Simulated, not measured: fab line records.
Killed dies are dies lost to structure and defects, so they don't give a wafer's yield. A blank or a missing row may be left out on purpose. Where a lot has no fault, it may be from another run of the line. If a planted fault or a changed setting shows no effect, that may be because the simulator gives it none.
fab line records	flow sky130	part 2 of 2: steps 28 to 37 of 37
record lots=5	wafers=15	last-day=50
route steps=708 shown LDD_P@265 LDD_HVN@267 LDD_HVP@278 LDD_LDN@289
lots that met no fault: taken from a fault-free run of the same line
start-h: start of the lot's first displayed wafer, in hours after the record's first day	wait-h: hours elapsed since this lot's preceding step	" identical to the entry in the row above	L1.1+2: several wafers, shown together as one row	- no value, or no start given	* or withheld: withheld	< > ~ a bound
route shown NAME@n: NAME is a module with steps in the file, n the number in the route of the first one	usual: average and standard deviation across the fault-free wafers	same: alike in all rows	chamber/n: place in a boat	sites: the reading at each site	_std_site: their standard deviation	_edge_site: outer sites' mean less inner sites'	radius-mm: for every site, how far away it sits from the centre of the wafer	mask NAME#n: copy n	behind: tool/chamber where the wafer was last shaped	hold: the reason the lot was held/the length of the hold in hours/how it ended	device: the n, p or np transistor that did not switch	end of line: at the end of the route, the tests of the same wafers	where a step has no rows: the recipe by itself	killed: not the wafer's yield, but the dies lost to structure and defects at the first sort	map: a wafer's dies, x killed, . not, _ none there
set.NAME: the setting the step ran with; set.NAME@STEP: the setting that earlier step ran with	model.NAME: the simulator's own value behind a step, which no gauge read
lots at selected steps of the route; one table per step, one row per wafer
services: the hour from which a tool's chamber was out of use, counted from the record's first day as start-h (under 0 if before that day), plus the number of hours and why
## steps
# step SKY_LDD_LDN_SOFTBAKE_03
# recipe temp-c=90	time-s=60	resist=NOVOLAK
# usual heater-power-total-W=56.59/0.042	plate-temp-C=90.01/0.13
lot.wafer	tool	chamber	start-h	wait-h	heater-power-total-W	plate-temp-C
L076.3	litho-track-01	0	547.83	0.1	56.60	89.95
L076.4	"	0	"	"	56.58	89.94
L076.5	"	0	"	"	56.54	90.13
L079.2	litho-track-04	0	565.16	0.1	56.64	90.17
L079.3	"	0	"	"	56.57	90.05
L079.4	"	0	"	"	56.63	89.97
L086.1	litho-track-02	0	622.42	0.1	56.60	89.98
L086.4	"	0	"	"	56.60	89.89
L086.5	"	0	"	"	56.59	90.04
L092.1	litho-track-01	0	669.88	0.1	56.58	89.74
L092.3	"	0	"	"	56.49	89.95
L092.4	"	0	"	"	56.57	89.93
L097.1	litho-track-02	0	701.52	0.1	56.59	90.03
L097.2	"	0	"	"	56.55	89.99
L097.6	"	0	"	"	56.65	89.96
# step SKY_LDD_LDN_EXPOSE_04
# recipe mask-id=LDNTM	na=0.6	source-shape=conventional	sigma-outer=0.6	polarization=unpolarized	target-cd-nm=700	dose-mj=140
# usual exposure-dose-mJ-cm2=139.98/0.13
# same sigma-outer=0.6
lot.wafer	tool	chamber	start-h	wait-h	mask	exposure-dose-mJ-cm2
L076.3	iline-stepper-02	0	-	-	LDNTM#0	139.86
L076.4	"	0	"	"	LDNTM#0	140.18
L076.5	"	0	"	"	LDNTM#0	140.22
L079.2	iline-stepper-01	0	-	-	LDNTM#0	139.79
L079.3	"	0	"	"	LDNTM#0	139.95
L079.4	"	0	"	"	LDNTM#0	139.90
L086.1	iline-stepper-01	0	-	-	LDNTM#0	140.01
L086.4	"	0	"	"	LDNTM#0	140.07
L086.5	"	0	"	"	LDNTM#0	139.93
L092.1	iline-stepper-02	0	-	-	LDNTM#0	139.93
L092.3	"	0	"	"	LDNTM#0	139.81
L092.4	"	0	"	"	LDNTM#0	139.80
L097.1	iline-stepper-01	0	-	-	LDNTM#0	139.96
L097.2	"	0	"	"	LDNTM#0	139.87
L097.6	"	0	"	"	LDNTM#0	139.98
# step SKY_LDD_LDN_PEB_05
# recipe temp-c=withheld	time-s=*	resist=NOVOLAK
lot.wafer	tool	chamber	start-h	wait-h
L076.3+4+5	litho-track-02	0	-	-
L079.2+3+4	litho-track-02	0	-	-
L086.1+4+5	litho-track-01	0	-	-
L092.1+3+4	litho-track-02	0	-	-
L097.1+2+6	litho-track-02	0	-	-
# step SKY_LDD_LDN_DEVELOP_06
# recipe resist=NOVOLAK	developer=TMAH	develop-time-s=60	dev-temp-c=23
lot.wafer	tool	chamber	start-h	wait-h
L076.3+4+5	litho-track-02	0	562.77	0.1
L079.2+3+4	litho-track-02	0	579.64	0.1
L086.1+4+5	litho-track-01	0	636.03	0.1
L092.1+3+4	litho-track-02	0	684.07	0.1
L097.1+2+6	litho-track-02	0	715.22	0.1
# step SKY_LDD_LDN_OVL_MEAS_07
# usual LDD_LDN_OVL=0.1/1.3
lot.wafer	tool	chamber	start-h	wait-h	LDD_LDN_OVL[nm]
L076.3	overlay-01	-	562.88	0.1	0.9
L076.4	"	-	"	"	-0.8
L076.5	"	-	"	"	-1.3
L079.2	overlay-01	-	579.77	0.1	-1.0
L079.3	"	-	"	"	2.2
L079.4	"	-	"	"	0.3
L086.1	overlay-01	-	636.18	0.1	1.2
L086.4	"	-	"	"	3.6
L086.5	"	-	"	"	1.0
L092.1	overlay-01	-	684.22	0.1	1.6
L092.3	"	-	"	"	2.3
L092.4	"	-	"	"	2.1
L097.1	overlay-02	-	715.37	0.1	-0.7
L097.2	"	-	"	"	-0.6
L097.6	"	-	"	"	-0.5
# step SKY_LDD_LDN_IMPLANT_08
# recipe species=As	energy-kev=15	dose-cm2=1.25e+13	tilt-deg=withheld	rotation-deg=23
# usual dose-ions-cm2=1.2501e+13/1.5e+10
lot.wafer	tool	chamber	start-h	wait-h	dose-ions-cm2
L076.3	implanter-04	0	562.95	0.1	1.2503e+13
L076.4	"	0	"	"	1.2488e+13
L076.5	"	0	"	"	1.2503e+13
L079.2	implanter-03	0	579.83	0.0	1.2527e+13
L079.3	"	0	"	"	1.2539e+13
L079.4	"	0	"	"	1.2507e+13
L086.1	implanter-04	0	636.21	0.0	1.2504e+13
L086.4	"	0	"	"	1.2509e+13
L086.5	"	0	"	"	1.2514e+13
L092.1	implanter-04	0	684.25	0.0	1.2491e+13
L092.3	"	0	"	"	1.2512e+13
L092.4	"	0	"	"	1.2502e+13
L097.1	implanter-03	0	715.40	0.0	1.2503e+13
L097.2	"	0	"	"	1.2516e+13
L097.6	"	0	"	"	1.2532e+13
# step SKY_LDD_LDN_IMPLANT_09
# recipe species=As	energy-kev=15	dose-cm2=1.25e+13	tilt-deg=withheld	rotation-deg=113
# usual dose-ions-cm2=1.2499e+13/1.4e+10
lot.wafer	tool	chamber	start-h	wait-h	dose-ions-cm2
L076.3	implanter-04	0	563.10	0.1	1.2513e+13
L076.4	"	0	"	"	1.2482e+13
L076.5	"	0	"	"	1.252e+13
L079.2	implanter-03	0	579.98	0.1	1.2506e+13
L079.3	"	0	"	"	1.2491e+13
L079.4	"	0	"	"	1.2496e+13
L086.1	implanter-04	0	636.36	0.1	1.249e+13
L086.4	"	0	"	"	1.2499e+13
L086.5	"	0	"	"	1.2502e+13
L092.1	implanter-04	0	684.40	0.1	1.2513e+13
L092.3	"	0	"	"	1.2514e+13
L092.4	"	0	"	"	1.2498e+13
L097.1	implanter-03	0	715.55	0.1	1.2506e+13
L097.2	"	0	"	"	1.2511e+13
L097.6	"	0	"	"	1.2526e+13
# step SKY_LDD_LDN_IMPLANT_10
# recipe species=As	energy-kev=15	dose-cm2=1.25e+13	tilt-deg=withheld	rotation-deg=203
# usual dose-ions-cm2=1.25e+13/1.3e+10
lot.wafer	tool	chamber	start-h	wait-h	dose-ions-cm2
L076.3	implanter-04	0	563.25	0.1	1.2518e+13
L076.4	"	0	"	"	1.2527e+13
L076.5	"	0	"	"	1.2506e+13
L079.2	implanter-03	0	580.13	0.1	1.2502e+13
L079.3	"	0	"	"	1.2485e+13
L079.4	"	0	"	"	1.2493e+13
L086.1	implanter-04	0	636.51	0.1	1.25e+13
L086.4	"	0	"	"	1.2512e+13
L086.5	"	0	"	"	1.2515e+13
L092.1	implanter-04	0	684.55	0.1	1.2486e+13
L092.3	"	0	"	"	1.2508e+13
L092.4	"	0	"	"	1.249e+13
L097.1	implanter-03	0	715.70	0.1	1.2493e+13
L097.2	"	0	"	"	1.2513e+13
L097.6	"	0	"	"	1.2487e+13
# step SKY_LDD_LDN_IMPLANT_11
# recipe species=As	energy-kev=15	dose-cm2=1.25e+13	tilt-deg=withheld	rotation-deg=293
# usual dose-ions-cm2=1.2499e+13/1.3e+10
lot.wafer	tool	chamber	start-h	wait-h	dose-ions-cm2
L076.3	implanter-04	0	563.40	0.1	1.2507e+13
L076.4	"	0	"	"	1.2493e+13
L076.5	"	0	"	"	1.2475e+13
L079.2	implanter-03	0	580.28	0.1	1.25e+13
L079.3	"	0	"	"	1.2518e+13
L079.4	"	0	"	"	1.2521e+13
L086.1	implanter-04	0	636.66	0.1	1.2505e+13
L086.4	"	0	"	"	1.2487e+13
L086.5	"	0	"	"	1.2489e+13
L092.1	implanter-04	0	684.70	0.1	1.2499e+13
L092.3	"	0	"	"	1.2505e+13
L092.4	"	0	"	"	1.2511e+13
L097.1	implanter-03	0	715.85	0.1	1.2489e+13
L097.2	"	0	"	"	1.2514e+13
L097.6	"	0	"	"	1.2506e+13
# step SKY_LDD_LDN_STRIP_12
# recipe chemistry=O2/N2	power-w=1400	pressure-mtorr=1500	platen-temp-c=withheld	o2-flow-sccm=3000	n2-flow-sccm=300	overash-fraction=0.5
# usual drypump-motor-current-A=5.7/0.54	oes-product-au=0.715/0.0043	strip-time-to-endpoint-s=14.20/0.041
lot.wafer	tool	chamber	start-h	wait-h	drypump-motor-current-A	oes-product-au	rf-hours-counter-h	strip-time-to-endpoint-s
L076.3	plasma-asher-02	1	563.53	0.1	4.7	0.718	-	14.16
L076.4	"	0	"	"	5.4	0.716	-	14.14
L076.5	"	1	"	"	4.8	0.710	-	14.20
L079.2	plasma-asher-02	0	580.40	0.1	5.4	0.712	73	14.15
L079.3	"	1	"	"	4.7	0.712	-	14.16
L079.4	"	0	"	"	5.4	0.717	-	14.20
L086.1	plasma-asher-03	1	636.81	0.1	5.3	0.707	53	14.26
L086.4	"	1	"	"	5.3	0.709	-	14.29
L086.5	"	0	"	"	6.2	0.715	-	14.24
L092.1	plasma-asher-03	1	684.85	0.1	5.3	0.719	58	14.17
L092.3	"	0	"	"	6.2	0.710	-	14.23
L092.4	"	1	"	"	5.3	0.720	-	14.17
L097.1	plasma-asher-03	1	716.00	0.1	5.3	0.713	61	14.24
L097.2	"	0	"	"	6.2	0.714	61	14.23
L097.6	"	0	"	"	6.2	0.723	-	14.21
## services
tool	chamber	start-h	hours	kind
implanter-04	-	449.69	5.3	repair
plasma-asher-04	-	450.31	2.7	repair
plasma-asher-02	-	453.70	1.1	repair
implanter-01	-	476.87	1.9	repair
iline-stepper-02	-	479.27	4.4	pm
iline-stepper-01	-	485.49	10.9	repair
implanter-01	-	485.95	2.0	repair
implanter-03	-	504.95	4.0	pm
implanter-01	-	519.06	5.0	repair
implanter-04	-	519.94	2.8	repair
iline-stepper-01	-	530.41	1.0	repair
iline-stepper-01	-	568.72	2.1	pm
implanter-03	-	592.37	4.9	repair
iline-stepper-01	-	596.31	8.9	pm
implanter-04	-	601.94	0.8	repair
implanter-04	-	618.27	2.7	repair
iline-stepper-02	-	624.31	1.7	pm
iline-stepper-02	-	629.79	1.5	repair
iline-stepper-01	-	662.04	1.7	pm
implanter-04	-	666.95	3.5	pm
implanter-03	-	667.92	32.1	pm
plasma-asher-03	-	671.43	0.4	repair
implanter-03	-	700.01	4.9	pm
iline-stepper-02	-	714.51	2.4	repair
